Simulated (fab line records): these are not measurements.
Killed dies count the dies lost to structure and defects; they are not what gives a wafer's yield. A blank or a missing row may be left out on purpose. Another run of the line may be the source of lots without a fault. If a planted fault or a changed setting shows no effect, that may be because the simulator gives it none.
Which tool did it? / flow sky130 / 12 lots, 36 wafers sampled, at 3 steps of a route of 708

== WHAT THE GAUGES READ, wafer by wafer ==
SKY_VT_ADJUST_NCORE_TW_MEAS_11.
lot=L399; measured=day 9 00:58; on=film_metro-04; VT_ADJUST_NCORE_TW=218.0 218.1 217.1
lot=L401; measured=day 9 18:08; on=film_metro-04; VT_ADJUST_NCORE_TW=217.0 216.4 217.7
lot=L402; measured=day 9 19:15; on=film_metro-02; VT_ADJUST_NCORE_TW=215.2 215.5 216.2
lot=L404; measured=day 10 08:37; on=film_metro-02; VT_ADJUST_NCORE_TW=214.1 215.9 213.3
lot=L403; measured=day 10 09:57; on=film_metro-04; VT_ADJUST_NCORE_TW=217.5 217.7 217.7
lot=L408; measured=day 11 16:22; on=film_metro-02; VT_ADJUST_NCORE_TW=213.8 213.9 214.0
lot=L410; measured=day 12 13:41; on=film_metro-04; VT_ADJUST_NCORE_TW=217.1 218.0 215.9
lot=L409; measured=day 12 14:30; on=film_metro-02; VT_ADJUST_NCORE_TW=215.9 215.7 214.7
lot=L412; measured=day 12 23:34; on=film_metro-03; VT_ADJUST_NCORE_TW=216.4 216.7 216.3
lot=L411; measured=day 12 23:53; on=film_metro-03; VT_ADJUST_NCORE_TW=214.9 215.5 215.1
lot=L413; measured=day 13 05:56; on=film_metro-02; VT_ADJUST_NCORE_TW=212.6 213.8 214.0
lot=L421; measured=day 14 23:11; on=film_metro-03; VT_ADJUST_NCORE_TW=215.9 215.7 214.8

SKY_VT_ADJUST_HVTR_TW_MEAS_11.
lot=L399; measured=day 9 22:05; on=film_metro-03; VT_ADJUST_HVTR_TW=208.5 208.4 207.8
lot=L401; measured=day 10 17:19; on=film_metro-04; VT_ADJUST_HVTR_TW=209.2 209.5 207.9
lot=L402; measured=day 10 18:10; on=film_metro-04; VT_ADJUST_HVTR_TW=208.9 209.3 210.6
lot=L404; measured=day 11 08:17; on=film_metro-01; VT_ADJUST_HVTR_TW=209.1 208.4 209.6
lot=L403; measured=day 11 09:39; on=film_metro-03; VT_ADJUST_HVTR_TW=208.1 208.3 208.5
lot=L408; measured=day 12 17:31; on=film_metro-01; VT_ADJUST_HVTR_TW=206.6 205.7 206.9
lot=L410; measured=day 13 14:49; on=film_metro-03; VT_ADJUST_HVTR_TW=206.7 207.6 207.3
lot=L409; measured=day 13 15:36; on=film_metro-01; VT_ADJUST_HVTR_TW=209.1 207.8 210.4
lot=L412; measured=day 14 01:07; on=film_metro-03; VT_ADJUST_HVTR_TW=147.0 147.2 147.5
lot=L411; measured=day 14 01:19; on=film_metro-01; VT_ADJUST_HVTR_TW=208.9 210.2 208.5
lot=L413; measured=day 14 07:48; on=film_metro-04; VT_ADJUST_HVTR_TW=147.6 147.9 148.0
lot=L421; measured=day 16 03:05; on=film_metro-03; VT_ADJUST_HVTR_TW=209.0 207.9 208.4

== WHICH TOOL RAN EACH LOT (tool, then ch and the chambers of the sampled wafers, then the start) ==
lot=L399; SKY_VT_ADJUST_HVTR_IMPLANT_09=implanter-02 ch 0, day 9 21:50
lot=L401; SKY_VT_ADJUST_HVTR_IMPLANT_09=implanter-01 ch 0, day 10 17:04
lot=L402; SKY_VT_ADJUST_HVTR_IMPLANT_09=implanter-02 ch 0, day 10 17:58
lot=L404; SKY_VT_ADJUST_HVTR_IMPLANT_09=implanter-04 ch 0, day 11 08:02
lot=L403; SKY_VT_ADJUST_HVTR_IMPLANT_09=implanter-04 ch 0, day 11 09:25
lot=L408; SKY_VT_ADJUST_HVTR_IMPLANT_09=implanter-04 ch 0, day 12 17:17
lot=L410; SKY_VT_ADJUST_HVTR_IMPLANT_09=implanter-04 ch 0, day 13 14:35
lot=L409; SKY_VT_ADJUST_HVTR_IMPLANT_09=implanter-04 ch 0, day 13 15:22
lot=L412; SKY_VT_ADJUST_HVTR_IMPLANT_09=implanter-04 ch 0, day 14 00:52
lot=L411; SKY_VT_ADJUST_HVTR_IMPLANT_09=implanter-02 ch 0, day 14 01:05
lot=L413; SKY_VT_ADJUST_HVTR_IMPLANT_09=implanter-04 ch 0, day 14 07:34
lot=L421; SKY_VT_ADJUST_HVTR_IMPLANT_09=implanter-02 ch 0, day 16 02:50
- SKY_VT_ADJUST_HVTR_IMPLANT_09

== WHAT THE TOOLS THEMSELVES READ (means of the sampled wafers that have a number; where no wafer has one, the mark that the record gives instead) ==
SKY_VT_ADJUST_HVTR_IMPLANT_09.
lot=L399 tool=implanter-02 dose_ions_cm2=2.1e+12 faraday_current_uA=11.85
lot=L401 tool=implanter-01 dose_ions_cm2=2.1e+12 faraday_current_uA=11.80
lot=L402 tool=implanter-02 dose_ions_cm2=2.1e+12 faraday_current_uA=12.08
lot=L404 tool=implanter-04 dose_ions_cm2=2.1e+12 faraday_current_uA=11.97
lot=L403 tool=implanter-04 dose_ions_cm2=2.1e+12 faraday_current_uA=11.93
lot=L408 tool=implanter-04 dose_ions_cm2=2.1e+12 faraday_current_uA=12.09
lot=L410 tool=implanter-04 dose_ions_cm2=2.1e+12 faraday_current_uA=11.80
lot=L409 tool=implanter-04 dose_ions_cm2=2.1e+12 faraday_current_uA=11.96
lot=L412 tool=implanter-04 dose_ions_cm2=5.9e+11 faraday_current_uA=3.31
lot=L411 tool=implanter-02 dose_ions_cm2=2.1e+12 faraday_current_uA=11.80
lot=L413 tool=implanter-04 dose_ions_cm2=6.0e+11 faraday_current_uA=3.35
lot=L421 tool=implanter-02 dose_ions_cm2=2.1e+12 faraday_current_uA=11.81

== THE ANSWER, worked out from the rows above alone ==
Rule: usual is defined by the lots themselves. Put in order of their means at a reading, lots are off if they are a third of the lots or fewer, leave a main group of 4 or more, and stand apart from it by a gap of 3 or more times the standard deviation of the main group's means; of several such gaps the widest counts. A main group whose means are all the same, to the digits that the tables above print for the reading, isn't used. A lot without any number at a reading at which 4 lots or more have one is off too. Any other lot the step has rows for is counted as sound. First the gauges in route order, then the tools' own readings, where a lot's mean is used as printed above. At the first step where some lot is off, the reading lying furthest off is the one used; lots without a number count as furthest.
Off: L412, L413, seen at SKY_VT_ADJUST_HVTR_TW_MEAS_11 (VT_ADJUST_HVTR_TW). Main group: mean 208.4, sd 0.93.
If a tool, at a process step before that reading, ran all the lots that are off and no sound lot after the first of them, it fits. Not tried: the gauges at SKY_VT_ADJUST_HVTR_TW_MEAS_11; whatever is off there is also off at SKY_VT_ADJUST_HVTR_IMPLANT_09, on other tools, and gauge error can't account for it. One fits: implanter-04 at SKY_VT_ADJUST_HVTR_IMPLANT_09. A fault onset in the window from L409 (day 13 15:22, its last sound lot) to L412 (day 14 00:52, its first lot off) fits.
The tool's own readings at SKY_VT_ADJUST_HVTR_IMPLANT_09 bear it out: on the lots that are off they differ by more than 5 times the standard deviation of the sound lots' means. dose_ions_cm2 reads 6.0e+11 there against 2.1e+12 on the sound lots; faraday_current_uA reads 3.33 there against 11.91 on the sound lots.

== WHAT THE SIMULATOR HAD PUT IN ==
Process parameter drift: implanter-04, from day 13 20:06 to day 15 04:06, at SKY_VT_ADJUST_HVTR_IMPLANT_09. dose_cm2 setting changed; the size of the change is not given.
Struck lots among those shown: L412, L413. The rule above found the same.
